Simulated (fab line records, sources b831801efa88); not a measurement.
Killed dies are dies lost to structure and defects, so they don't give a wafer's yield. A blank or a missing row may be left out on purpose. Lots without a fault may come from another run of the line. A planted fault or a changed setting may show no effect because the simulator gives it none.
Chamber matching | flow sky130 | SKY_FIELD_ISO_ETCH_17 on rie_si-01: 4 sister chambers
The step etches Si in HBr/Cl2/O2, target depth 342 nm, time 97.7 s. 4 wafers are shown with their chamber, then 7 later ones without.

WAFERS WITH THEIR CHAMBER
wafer  | chamber | drypump_motor_current_A (A)
L890.2 | 2       | 6.2
L893.1 | 0       | 6.6
L896.2 | 1       | 4.8
L896.4 | 3       | 5.8

WAFERS WITHOUT THEIR CHAMBER
wafer  | drypump_motor_current_A (A)
L896.5 | 5.8
L898.2 | 4.8
L898.3 | 6.6
L898.4 | 5.8
L899.3 | 6.5
L899.5 | 6.6
L899.6 | 5.8

WHICH CHAMBER EACH WENT THROUGH
wafer  | from the rows above | in truth
L896.5 | 3                   | 3
L898.2 | 1                   | 1
L898.3 | 0                   | 0
L898.4 | 3                   | 3
L899.3 | 0                   | 0
L899.5 | 0                   | 0
L899.6 | 3                   | 3
Placed correctly: 7 of 7. Can't be placed from these rows: 0. Placed wrongly: 0.
How it was worked out, from the rows above alone: a wafer's distance from a chamber is the root of the sum, over the readings, of the square of ((its reading less the chamber's mean) divided by the reading's scatter). The wafer belongs to the nearest chamber; if the next one is less than 2 further off, it can't be placed. A chamber's mean is the mean of its shown wafers. The scatter: with one shown wafer a chamber, the root of the mean of the squares of how far each hidden wafer lies from its nearest shown one.
